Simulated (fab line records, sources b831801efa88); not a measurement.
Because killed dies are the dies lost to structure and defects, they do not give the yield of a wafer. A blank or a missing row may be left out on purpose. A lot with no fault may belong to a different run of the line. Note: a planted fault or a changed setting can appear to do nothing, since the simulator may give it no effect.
fab line records | flow sfqLine
record lots=13 | wafers=39 | lastDay=97
route steps=325 shown L0@3 M0@39 I0@56 I2@116
lots that met no fault: from a run of the same line without faults
startH: hours from the record's opening day to when the first of the lot's shown wafers began | waitH: how many hours have passed since the lot's step before this one | " repeats the value in the row above | L1.1+2: a single row standing in for several wafers | - either no value or no given start | * or withheld: withheld | < > ~ a bound
route shown NAME@n: NAME is a module with steps in the file, n the number in the route of the first one | usual: average and standard deviation across the fault-free wafers | same: alike in all rows | chamber/n: place in a boat | sites: the reading at each site | _std_site: the standard deviation of these | _edge_site: mean of outer sites minus mean of inner sites | radiusMm: for every site, how far away it sits from the centre of the wafer | mask NAME#n: copy n | behind: the most recent tool/chamber to have shaped the wafer | hold: reason for holding the lot/hours on hold/outcome of the hold | device: names the non-switching transistor (n, p or np) | end of line: the route-end tests of the same wafers | step lacking rows: just its recipe | killed: the dies lost at the first sort to structure and to defects; this is not the yield of the wafer | map: shows each die of a wafer: x if killed, . if not, _ if none is there
set.NAME: the setting the step ran with; set.NAME@STEP: the setting that earlier step ran with | model.NAME: the simulator's own value behind a step, which no gauge read
a sample of lots followed through the steps of the route, with each step as a table and each wafer as a row
services: the hour from which a tool's chamber was out of use, counted from the record's first day as startH (under 0 if before that day), plus the number of hours and why
## steps
# step SFQ_TRILAYER_L0_DEP_SPUTTER_003
# recipe material=MoNx_KI | basePressurePa=1.33e-06 | targetThkNm=40 | powerW=800 | timeS=100 | chamberPressurePa=0.4
# usual chamberPressurePa=0.3999/0.00087 | throttleValvePct=29.9/1
lot.wafer | tool          | chamber | startH | waitH | chamberPressurePa | throttleValvePct
L714.1    | pvdSputter-03 | -       | 17.49  | 0.0   | 0.4010            | 30.0
L714.2    | "             | -       | "      | "     | 0.3993            | 31.1
L714.5    | "             | -       | "      | "     | 0.3987            | 31.0
L716.2    | pvdSputter-05 | -       | 27.49  | 0.0   | 0.4010            | 30.5
L716.3    | "             | -       | "      | "     | 0.4010            | 29.5
L716.6    | "             | -       | "      | "     | 0.4016            | 30.8
L717.3    | pvdSputter-05 | -       | 32.49  | 0.0   | 0.4012            | 30.1
L717.4    | "             | -       | "      | "     | 0.4002            | 29.2
L717.6    | "             | -       | "      | "     | 0.4005            | 30.5
L718.1    | pvdSputter-06 | -       | 37.49  | 0.0   | 0.3994            | 28.5
L718.4    | "             | -       | "      | "     | 0.3982            | 28.6
L718.5    | "             | -       | "      | "     | 0.3990            | 28.7
L719.1    | pvdSputter-06 | -       | 42.49  | 0.0   | 0.3991            | 28.5
L719.3    | "             | -       | "      | "     | 0.3993            | 28.2
L719.6    | "             | -       | "      | "     | 0.4006            | 28.4
L720.3    | pvdSputter-05 | -       | 47.49  | 0.0   | 0.3986            | 31.0
L720.4    | "             | -       | "      | "     | 0.4007            | 29.7
L720.6    | "             | -       | "      | "     | 0.4000            | 30.8
L722.1    | pvdSputter-06 | -       | 57.49  | 0.0   | 0.4012            | 28.1
L722.2    | "             | -       | "      | "     | 0.3996            | 28.6
L722.3    | "             | -       | "      | "     | 0.4011            | 28.4
L723.3    | pvdSputter-03 | -       | 62.49  | 0.0   | 0.4005            | 28.4
L723.5    | "             | -       | "      | "     | 0.3991            | 28.5
L723.6    | "             | -       | "      | "     | 0.3996            | 31.4
L730.3    | pvdSputter-05 | -       | 97.49  | 0.0   | 0.4006            | 30.1
L730.4    | "             | -       | "      | "     | 0.4006            | 31.1
L730.5    | "             | -       | "      | "     | 0.3998            | 31.1
L731.1    | pvdSputter-03 | -       | 102.49 | 0.0   | 0.3992            | 29.7
L731.3    | "             | -       | "      | "     | 0.4002            | 30.0
L731.4    | "             | -       | "      | "     | 0.3983            | 28.5
L733.3    | pvdSputter-03 | -       | 112.49 | 0.0   | 0.4000            | 29.9
L733.4    | "             | -       | "      | "     | 0.3990            | 28.6
L733.5    | "             | -       | "      | "     | 0.4005            | 29.8
L734.2    | pvdSputter-05 | -       | 117.49 | 0.0   | 0.3974            | 31.3
L734.3    | "             | -       | "      | "     | 0.3994            | 30.3
L734.4    | "             | -       | "      | "     | 0.3992            | 30.9
L735.1    | pvdSputter-03 | -       | 122.49 | 0.0   | 0.3997            | 30.0
L735.5    | "             | -       | "      | "     | 0.3994            | 28.4
L735.6    | "             | -       | "      | "     | 0.4000            | 29.9
# step SFQ_L0_RS_MEAS_901
# recipe thkMeasGauge=four-point-probe | reads=MoNx_KI_of_TRILAYER_L0_DEP_SPUTTER_003
# usual L0_MONX_KI_RS=43.5/0.41
lot.wafer | tool         | chamber | startH | waitH | hold                    | L0_MONX_KI_RS[ohm/sq]
L714.1    | filmMetro-01 | -       | 17.56  | 0.0   | -                       | 43.4
L714.2    | "            | -       | "      | "     | -                       | 43.4
L714.5    | "            | -       | "      | "     | -                       | 43.5
L716.2    | filmMetro-04 | -       | 27.58  | 0.1   | -                       | 43.3
L716.3    | "            | -       | "      | "     | -                       | 43.2
L716.6    | "            | -       | "      | "     | -                       | 43.2
L717.3    | filmMetro-04 | -       | 32.60  | 0.1   | -                       | 43.2
L717.4    | "            | -       | "      | "     | -                       | 43.4
L717.6    | "            | -       | "      | "     | -                       | 43.6
L718.1    | filmMetro-03 | -       | 37.56  | 0.0   | -                       | 43.5
L718.4    | "            | -       | "      | "     | -                       | 43.6
L718.5    | "            | -       | "      | "     | -                       | 43.3
L719.1    | filmMetro-01 | -       | 42.56  | 0.0   | -                       | 43.0
L719.3    | "            | -       | "      | "     | -                       | 42.4
L719.6    | "            | -       | "      | "     | -                       | 42.8
L720.3    | filmMetro-01 | -       | 47.60  | 0.1   | -                       | 43.1
L720.4    | "            | -       | "      | "     | -                       | 43.2
L720.6    | "            | -       | "      | "     | -                       | 43.5
L722.1    | filmMetro-03 | -       | 57.56  | 0.0   | awaitDispo/0.2h/release | 69.6
L722.2    | "            | -       | "      | "     | awaitDispo/0.2h/release | 43.4
L722.3    | "            | -       | "      | "     | awaitDispo/0.2h/release | 43.0
L722.1    | filmMetro-03 | -       | 57.85  | 0.3   | -                       | 69.5
L722.2    | "            | -       | "      | "     | -                       | 43.3
L722.3    | "            | -       | "      | "     | -                       | 42.9
L723.3    | filmMetro-03 | -       | 62.60  | 0.1   | -                       | 43.7
L723.5    | "            | -       | "      | "     | -                       | 43.6
L723.6    | "            | -       | "      | "     | -                       | 43.5
L730.3    | filmMetro-01 | -       | 97.60  | 0.1   | -                       | 43.8
L730.4    | "            | -       | "      | "     | -                       | 43.3
L730.5    | "            | -       | "      | "     | -                       | 43.5
L731.1    | filmMetro-03 | -       | 102.56 | 0.0   | -                       | 44.0
L731.3    | "            | -       | "      | "     | -                       | 43.5
L731.4    | "            | -       | "      | "     | -                       | 43.9
L733.3    | filmMetro-04 | -       | 112.60 | 0.1   | -                       | 42.9
L733.4    | "            | -       | "      | "     | -                       | 42.7
L733.5    | "            | -       | "      | "     | -                       | 42.5
L734.2    | filmMetro-03 | -       | 117.58 | 0.1   | -                       | 43.8
L734.3    | "            | -       | "      | "     | -                       | 43.2
L734.4    | "            | -       | "      | "     | -                       | 43.5
L735.1    | filmMetro-03 | -       | 122.56 | 0.0   | -                       | 43.6
L735.5    | "            | -       | "      | "     | -                       | 43.8
L735.6    | "            | -       | "      | "     | -                       | 44.3
# step SFQ_L0_THK_MEAS_902
# recipe thkMeasGauge=xrf | reads=MoNx_KI_of_TRILAYER_L0_DEP_SPUTTER_003
# usual L0_MONX_KI_THK=39.7/0.45
lot.wafer | tool         | chamber | startH | waitH | hold                    | L0_MONX_KI_THK[nm]
L714.1    | filmMetro-01 | -       | 17.68  | 0.1   | -                       | 39.9
L714.2    | "            | -       | "      | "     | -                       | 40.2
L714.5    | "            | -       | "      | "     | -                       | 39.7
L716.2    | filmMetro-04 | -       | 27.69  | 0.1   | -                       | 40.2
L716.3    | "            | -       | "      | "     | -                       | 40.4
L716.6    | "            | -       | "      | "     | -                       | 40.1
L717.3    | filmMetro-04 | -       | 32.70  | 0.1   | -                       | 40.5
L717.4    | "            | -       | "      | "     | -                       | 39.9
L717.6    | "            | -       | "      | "     | -                       | 40.0
L718.1    | filmMetro-03 | -       | 37.68  | 0.1   | -                       | 39.8
L718.4    | "            | -       | "      | "     | -                       | 39.8
L718.5    | "            | -       | "      | "     | -                       | 39.9
L719.1    | filmMetro-01 | -       | 42.68  | 0.1   | -                       | 40.7
L719.3    | "            | -       | "      | "     | -                       | 41.1
L719.6    | "            | -       | "      | "     | -                       | 40.5
L720.3    | filmMetro-01 | -       | 47.70  | 0.1   | -                       | 40.5
L720.4    | "            | -       | "      | "     | -                       | 40.2
L720.6    | "            | -       | "      | "     | -                       | 40.1
L722.1    | filmMetro-03 | -       | 59.21  | 1.3   | awaitDispo/0.2h/release | 24.6
L722.2    | "            | -       | "      | "     | awaitDispo/0.2h/release | 39.7
L722.3    | "            | -       | "      | "     | awaitDispo/0.2h/release | 39.8
L722.1    | filmMetro-03 | -       | 59.44  | 0.2   | -                       | 24.8
L722.2    | "            | -       | "      | "     | -                       | 39.6
L722.3    | "            | -       | "      | "     | -                       | 39.7
L723.3    | filmMetro-03 | -       | 62.70  | 0.1   | -                       | 39.1
L723.5    | "            | -       | "      | "     | -                       | 39.3
L723.6    | "            | -       | "      | "     | -                       | 39.3
L730.3    | filmMetro-01 | -       | 97.70  | 0.1   | -                       | 39.6
L730.4    | "            | -       | "      | "     | -                       | 40.0
L730.5    | "            | -       | "      | "     | -                       | 39.7
L731.1    | filmMetro-03 | -       | 102.68 | 0.1   | -                       | 39.1
L731.3    | "            | -       | "      | "     | -                       | 39.6
L731.4    | "            | -       | "      | "     | -                       | 39.4
L733.3    | filmMetro-04 | -       | 112.70 | 0.1   | -                       | 40.5
L733.4    | "            | -       | "      | "     | -                       | 40.5
L733.5    | "            | -       | "      | "     | -                       | 40.7
L734.2    | filmMetro-03 | -       | 117.69 | 0.1   | -                       | 39.5
L734.3    | "            | -       | "      | "     | -                       | 39.9
L734.4    | "            | -       | "      | "     | -                       | 39.9
L735.1    | filmMetro-03 | -       | 122.68 | 0.1   | -                       | 39.5
L735.5    | "            | -       | "      | "     | -                       | 39.2
L735.6    | "            | -       | "      | "     | -                       | 38.8
# step SFQ_TRILAYER_L0_ETCH_METAL_ETCH_008
# recipe target=MoNx_KI | stopOn=SiO2 | maskMaterial=PR | chemistry=SF6/O2 | targetDepthNm=50 | icpW=600 | biasW=80 | pressureMtorr=10 | timeS=25
# usual drypumpMotorCurrentA=5.6/0.41 | oesProductAu=0.874/0.0067
lot.wafer | tool        | chamber | startH | waitH | drypumpMotorCurrentA | oesProductAu | rfHoursCounterH
L714.1    | rieMetal-01 | 1       | 89.43  | 0.1   | 5.4                  | 0.870        | 164
L714.2    | "           | 1       | "      | "     | 5.4                  | 0.884        | -
L714.5    | "           | 1       | "      | "     | 5.4                  | 0.869        | -
L716.2    | rieMetal-04 | 0       | 102.57 | 0.0   | 5.6                  | 0.877        | 33
L716.3    | "           | 1       | "      | "     | 6.2                  | 0.877        | -
L716.6    | "           | 0       | "      | "     | 5.6                  | 0.873        | -
L717.3    | rieMetal-03 | 1       | 106.18 | 0.0   | 4.8                  | 0.880        | -
L717.4    | "           | 0       | "      | "     | 5.5                  | 0.884        | -
L717.6    | "           | 1       | "      | "     | 4.8                  | 0.877        | -
L718.1    | rieMetal-01 | 0       | 116.97 | 0.0   | 5.9                  | 0.870        | 3
L718.4    | "           | 1       | "      | "     | 5.4                  | 0.867        | -
L718.5    | "           | 1       | "      | "     | 5.4                  | 0.882        | -
L719.1    | rieMetal-04 | 1       | 122.78 | 0.0   | 6.2                  | 0.885        | 118
L719.3    | "           | 0       | "      | "     | 5.5                  | 0.885        | -
L719.6    | "           | 1       | "      | "     | 6.2                  | 0.887        | -
L720.3    | rieMetal-04 | 1       | 149.79 | 0.0   | 6.2                  | 0.875        | -
L720.4    | "           | 0       | "      | "     | 5.5                  | 0.882        | -
L720.6    | "           | 1       | "      | "     | 6.2                  | 0.869        | -
L722.1    | rieMetal-01 | 1       | 161.90 | 0.0   | 5.4                  | 0.688        | 175
L722.2    | "           | 0       | "      | "     | 5.9                  | 0.879        | 9
L722.3    | "           | 1       | "      | "     | 5.4                  | 0.880        | -
L723.3    | rieMetal-01 | 1       | 164.32 | 0.0   | 5.4                  | 0.870        | -
L723.5    | "           | 1       | "      | "     | 5.4                  | 0.879        | -
L723.6    | "           | 0       | "      | "     | 5.9                  | 0.872        | -
L730.3    | rieMetal-03 | 1       | 208.72 | 0.0   | 4.8                  | 0.872        | -
L730.4    | "           | 0       | "      | "     | 5.6                  | 0.874        | -
L730.5    | "           | 0       | "      | "     | 5.6                  | 0.875        | -
L731.1    | rieMetal-04 | 1       | 212.30 | 0.0   | 6.2                  | 0.869        | 131
L731.3    | "           | 0       | "      | "     | 5.6                  | 0.874        | -
L731.4    | "           | 1       | "      | "     | 6.2                  | 0.870        | -
L733.3    | rieMetal-03 | 0       | 225.64 | 0.0   | 5.6                  | 0.886        | -
L733.4    | "           | 1       | "      | "     | 4.8                  | 0.884        | -
L733.5    | "           | 1       | "      | "     | 4.8                  | 0.876        | -
L734.2    | rieMetal-04 | 1       | 229.23 | 0.0   | 6.2                  | 0.872        | 133
L734.3    | "           | 0       | "      | "     | 5.6                  | 0.875        | -
L734.4    | "           | 1       | "      | "     | 6.2                  | 0.872        | -
L735.1    | rieMetal-04 | 0       | 234.03 | 0.0   | 5.6                  | 0.875        | 52
L735.5    | "           | 1       | "      | "     | 6.2                  | 0.868        | -
L735.6    | "           | 0       | "      | "     | 5.6                  | 0.872        | -
# step SFQ_TRILAYER_M0_BARC_OPEN_METAL_ETCH_031
# recipe maskMaterial=PR | chemistry=O2 | targetDepthNm=125 | target=BARC | icpW=600 | biasW=80 | pressureMtorr=10 | timeS=41.7
# usual drypumpMotorCurrentA=5.8/0.48 | oesProductAu=0.685/0.0046
lot.wafer | tool        | chamber | startH | waitH | drypumpMotorCurrentA | oesProductAu | rfHoursCounterH
L714.1    | rieMetal-02 | 0       | 317.42 | 0.0   | 6.1                  | 0.676        | 39
L714.2    | "           | 1       | "      | "     | 6.3                  | 0.682        | 18
L714.5    | "           | 0       | "      | "     | 6.0                  | 0.691        | -
L716.2    | rieMetal-04 | 1       | 332.30 | 0.0   | 6.2                  | 0.685        | -
L716.3    | "           | 1       | "      | "     | 6.2                  | 0.692        | -
L716.6    | "           | 1       | "      | "     | 6.2                  | 0.693        | -
L717.3    | rieMetal-02 | 0       | 339.50 | 0.0   | 6.0                  | 0.675        | -
L717.4    | "           | 1       | "      | "     | 6.3                  | 0.671        | -
L717.6    | "           | 0       | "      | "     | 6.0                  | 0.683        | -
L718.1    | rieMetal-04 | 1       | 349.08 | 0.0   | 6.2                  | 0.686        | 154
L718.4    | "           | 1       | "      | "     | 6.2                  | 0.681        | -
L718.5    | "           | 1       | "      | "     | 6.2                  | 0.684        | -
L719.1    | rieMetal-04 | 0       | 355.08 | 0.0   | 5.6                  | 0.693        | 64
L719.3    | "           | 0       | "      | "     | 5.5                  | 0.692        | -
L719.6    | "           | 1       | "      | "     | 6.2                  | 0.681        | -
L720.3    | rieMetal-03 | 1       | 374.55 | 0.0   | 4.8                  | 0.684        | -
L720.4    | "           | 0       | "      | "     | 5.6                  | 0.689        | -
L720.6    | "           | 0       | "      | "     | 5.6                  | 0.687        | -
L722.1    | rieMetal-04 | 0       | 391.45 | 0.0   | 5.6                  | 0.684        | 68
L722.2    | "           | 1       | "      | "     | 6.2                  | 0.687        | 159
L722.3    | "           | 0       | "      | "     | 5.6                  | 0.684        | -
L723.3    | rieMetal-02 | 1       | 398.67 | 0.0   | 6.3                  | 0.690        | -
L723.5    | "           | 0       | "      | "     | 6.0                  | 0.693        | -
L723.6    | "           | 1       | "      | "     | 6.3                  | 0.682        | -
L730.3    | rieMetal-04 | 0       | 470.92 | 0.0   | 5.5                  | 0.686        | -
L730.4    | "           | 1       | "      | "     | 6.2                  | 0.689        | -
L730.5    | "           | 0       | "      | "     | 5.5                  | 0.687        | -
L731.1    | rieMetal-03 | 1       | 474.50 | 0.0   | 4.8                  | 0.684        | 35
L731.3    | "           | 1       | "      | "     | 4.8                  | 0.688        | -
L731.4    | "           | 0       | "      | "     | 5.6                  | 0.688        | -
L733.3    | rieMetal-02 | 1       | 488.92 | 0.0   | 6.3                  | 0.686        | -
L733.4    | "           | 0       | "      | "     | 6.1                  | 0.685        | -
L733.5    | "           | 1       | "      | "     | 6.3                  | 0.691        | -
L734.2    | rieMetal-02 | 1       | 495.03 | 0.0   | 6.3                  | 0.681        | 43
L734.3    | "           | 0       | "      | "     | 6.0                  | 0.690        | -
L734.4    | "           | 1       | "      | "     | 6.3                  | 0.685        | -
L735.1    | rieMetal-04 | 1       | 502.23 | 0.0   | 6.2                  | 0.679        | 13
L735.5    | "           | 1       | "      | "     | 6.2                  | 0.688        | -
L735.6    | "           | 0       | "      | "     | 5.6                  | 0.680        | -
# step SFQ_TRILAYER_I0_VIA_STRIP_STRIP_035
# recipe gas=O2 | powerW=200 | platenTempC=40 | overashFraction=0.65 | chemistry=O2 | pressureMtorr=50
# usual drypumpMotorCurrentA=5.9/0.35 | oesProductAu=1.001/0.0076
# same overashFraction=0.65
lot.wafer | tool        | chamber | startH | waitH | drypumpMotorCurrentA | oesProductAu | rfHoursCounterH
L714.1    | rieMetal-04 | 1       | 465.06 | -     | 6.2                  | 1.003        | 7
L714.2    | "           | 0       | "      | "     | 5.6                  | 1.006        | 87
L714.5    | "           | 1       | "      | "     | 6.2                  | 1.001        | -
L716.2    | rieMetal-04 | 1       | 483.06 | -     | 6.2                  | 1.010        | 10
L716.3    | "           | 1       | "      | "     | 6.2                  | 1.005        | -
L716.6    | "           | 0       | "      | "     | 5.6                  | 1.005        | -
L717.3    | rieMetal-01 | 0       | 490.58 | -     | 5.9                  | 0.994        | -
L717.4    | "           | 1       | "      | "     | 5.3                  | 0.990        | -
L717.6    | "           | 0       | "      | "     | 5.9                  | 1.001        | -
L718.1    | rieMetal-01 | 0       | 503.58 | -     | 5.9                  | 0.999        | 63
L718.4    | "           | 0       | "      | "     | 5.9                  | 0.995        | -
L718.5    | "           | 1       | "      | "     | 5.4                  | 0.993        | -
L719.1    | rieMetal-04 | 0       | 509.58 | -     | 5.6                  | 1.010        | 94
L719.3    | "           | 0       | "      | "     | 5.6                  | 1.013        | -
L719.6    | "           | 0       | "      | "     | 5.6                  | 1.006        | -
L720.3    | rieMetal-01 | 0       | 530.18 | -     | 5.9                  | 1.002        | -
L720.4    | "           | 1       | "      | "     | 5.4                  | 0.996        | -
L720.6    | "           | 1       | "      | "     | 5.3                  | 0.988        | -
L722.1    | rieMetal-02 | 1       | 551.50 | -     | 6.3                  | 1.006        | 50
L722.2    | "           | 1       | "      | "     | 6.3                  | 1.002        | -
L722.3    | "           | 1       | "      | "     | 6.3                  | 0.997        | -
L723.3    | rieMetal-01 | 0       | 562.11 | -     | 5.9                  | 1.001        | -
L723.5    | "           | 1       | "      | "     | 5.4                  | 0.987        | -
L723.6    | "           | 0       | "      | "     | 5.9                  | 1.008        | -
L730.3    | rieMetal-04 | 1       | 650.72 | -     | 6.2                  | 1.006        | -
L730.4    | "           | 0       | "      | "     | 5.6                  | 1.005        | -
L730.5    | "           | 0       | "      | "     | 5.6                  | 1.005        | -
L731.1    | rieMetal-02 | 1       | 656.52 | -     | 6.3                  | 1.005        | 66
L731.3    | "           | 0       | "      | "     | 6.0                  | 0.995        | -
L731.4    | "           | 1       | "      | "     | 6.3                  | 0.998        | -
L733.3    | rieMetal-02 | 1       | 665.12 | -     | 6.3                  | 1.003        | -
L733.4    | "           | 0       | "      | "     | 6.0                  | 1.003        | -
L733.5    | "           | 1       | "      | "     | 6.3                  | 0.998        | -
L734.2    | rieMetal-01 | 1       | 672.12 | -     | 5.3                  | 0.988        | 57
L734.3    | "           | 1       | "      | "     | 5.4                  | 0.995        | -
L734.4    | "           | 0       | "      | "     | 5.9                  | 1.000        | -
L735.1    | rieMetal-01 | 1       | 678.12 | -     | 5.4                  | 0.990        | 58
L735.5    | "           | 1       | "      | "     | 5.3                  | 0.989        | -
L735.6    | "           | 0       | "      | "     | 5.9                  | 1.006        | -
# step SFQ_TRILAYER_I2_VIA_STRIP_STRIP_071
# recipe gas=O2 | powerW=200 | platenTempC=40 | overashFraction=0.65 | chemistry=O2 | pressureMtorr=50
# usual drypumpMotorCurrentA=5.9/0.34 | oesProductAu=1.000/0.0074
# same overashFraction=0.65
lot.wafer | tool        | chamber | startH  | waitH | drypumpMotorCurrentA | oesProductAu | rfHoursCounterH
L714.1    | rieMetal-01 | 1       | 935.99  | -     | 5.4                  | 0.996        | 90
L714.2    | "           | 0       | "       | "     | 5.8                  | 1.010        | 116
L714.5    | "           | 0       | "       | "     | 5.8                  | 0.996        | -
L716.2    | rieMetal-02 | 0       | 962.44  | -     | 6.0                  | 1.001        | 123
L716.3    | "           | 0       | "       | "     | 6.0                  | 1.012        | -
L716.6    | "           | 0       | "       | "     | 6.0                  | 1.007        | -
L717.3    | rieMetal-04 | 1       | 990.90  | -     | 6.2                  | 1.000        | -
L717.4    | "           | 0       | "       | "     | 5.6                  | 1.014        | -
L717.6    | "           | 0       | "       | "     | 5.5                  | 1.005        | -
L718.1    | rieMetal-01 | 1       | 998.41  | -     | 5.4                  | 0.987        | 99
L718.4    | "           | 1       | "       | "     | 5.4                  | 0.989        | -
L718.5    | "           | 1       | "       | "     | 5.4                  | 1.001        | -
L719.1    | rieMetal-04 | 1       | 1008.61 | -     | 6.2                  | 1.002        | 79
L719.3    | "           | 0       | "       | "     | 5.5                  | 1.012        | -
L719.6    | "           | 0       | "       | "     | 5.5                  | 1.001        | -
L720.3    | rieMetal-02 | 0       | 1029.21 | -     | 6.0                  | 0.980        | -
L720.4    | "           | 1       | "       | "     | 6.3                  | 0.996        | -
L720.6    | "           | 1       | "       | "     | 6.3                  | 1.007        | -
L722.1    | rieMetal-04 | 0       | 1042.21 | -     | 5.5                  | 1.009        | 29
L722.2    | "           | 1       | "       | "     | 6.2                  | 1.001        | 85
L722.3    | "           | 0       | "       | "     | 5.6                  | 1.003        | -
L723.3    | rieMetal-04 | 1       | 1048.87 | -     | 6.2                  | 1.000        | -
L723.5    | "           | 0       | "       | "     | 5.6                  | 1.000        | -
L723.6    | "           | 1       | "       | "     | 6.2                  | 1.004        | -
L730.3    | rieMetal-01 | 0       | 1271.79 | -     | 5.9                  | 1.010        | -
L730.4    | "           | 1       | "       | "     | 5.4                  | 1.003        | -
L730.5    | "           | 1       | "       | "     | 5.4                  | 0.993        | -
L731.1    | rieMetal-02 | 1       | 1274.11 | -     | 6.3                  | 0.999        | 12
L731.3    | "           | 0       | "       | "     | 6.1                  | 1.002        | -
L731.4    | "           | 1       | "       | "     | 6.3                  | 1.003        | -
L733.3    | rieMetal-01 | 1       | 1281.51 | -     | 5.4                  | 1.000        | -
L733.4    | "           | 0       | "       | "     | 5.9                  | 1.000        | -
L733.5    | "           | 1       | "       | "     | 5.4                  | 0.996        | -
L734.2    | rieMetal-04 | 0       | 1293.31 | -     | 5.6                  | 1.010        | 60
L734.3    | "           | 0       | "       | "     | 5.6                  | 1.006        | -
L734.4    | "           | 1       | "       | "     | 6.2                  | 0.996        | -
L735.1    | rieMetal-04 | 0       | 1305.11 | -     | 5.6                  | 1.006        | 61
L735.5    | "           | 1       | "       | "     | 6.2                  | 0.997        | -
L735.6    | "           | 0       | "       | "     | 5.6                  | 1.006        | -
## services
tool        | chamber | startH  | hours | kind
rieMetal-04 | -       | 34.47   | 14.6  | pm
rieMetal-01 | 0       | 124.44  | 2.6   | repair
rieMetal-01 | 0       | 153.07  | 1.5   | repair
rieMetal-04 | -       | 264.11  | 0.5   | repair
rieMetal-04 | 0       | 308.52  | 43.5  | repair
rieMetal-01 | -       | 365.93  | 0.3   | repair
rieMetal-04 | -       | 374.18  | 1.4   | pm
rieMetal-04 | -       | 519.83  | 0.7   | repair
rieMetal-04 | -       | 538.65  | 2.8   | pm
rieMetal-04 | 1       | 558.52  | 7.9   | repair
rieMetal-01 | -       | 570.56  | 1.3   | repair
rieMetal-04 | -       | 702.65  | 0.9   | repair
rieMetal-04 | -       | 731.14  | 1.0   | repair
rieMetal-04 | 1       | 789.71  | 1.1   | repair
rieMetal-04 | -       | 795.78  | 0.7   | repair
rieMetal-01 | 1       | 865.74  | 1.3   | repair
rieMetal-01 | -       | 894.72  | 0.1   | repair
rieMetal-01 | -       | 906.33  | 2.8   | pm
rieMetal-01 | -       | 1033.21 | 7.0   | repair
rieMetal-01 | -       | 1071.12 | 0.8   | repair
rieMetal-01 | 1       | 1138.92 | 8.7   | repair
rieMetal-01 | -       | 1163.17 | 0.1   | repair
rieMetal-01 | -       | 1189.04 | 1.4   | pm
rieMetal-04 | 0       | 1195.77 | 11.2  | repair
## key
firstSign step=SFQ_L0_RS_MEAS_901 | reading=visit | direction=added
effect step=SFQ_L0_RS_MEAS_901 | reading=L0_MONX_KI_RS | direction=up | sigmas=64 | usual=43.5 | struck=69.6
effect step=SFQ_L0_THK_MEAS_902 | reading=visit | direction=added
effect step=SFQ_L0_THK_MEAS_902 | reading=L0_MONX_KI_THK | direction=down | sigmas=34 | usual=39.7 | struck=24.6
effect step=SFQ_TRILAYER_L0_ETCH_METAL_ETCH_008 | reading=oesProductAu | direction=down | sigmas=28 | usual=0.874 | struck=0.688
metAt SFQ_TRILAYER_L0_DEP_SPUTTER_003
struckLots L722
struckWafers L722.1
notActingAt SFQ_TRILAYER_M0_BARC_OPEN_METAL_ETCH_031,SFQ_TRILAYER_I0_VIA_STRIP_STRIP_035,SFQ_TRILAYER_I2_VIA_STRIP_STRIP_071
onsetBetween 42.49 57.49
fault kind=processParameterDrift | tool=pvdSputter-06 | chamber=- | onsetH=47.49 | steps=SFQ_TRILAYER_L0_DEP_SPUTTER_003 | channel=targetThkNm | offset=-16.177 | shape=step | endH=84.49 | actsIn=theseRecipesOnly | stated=40 | scope=struckWafersOnly
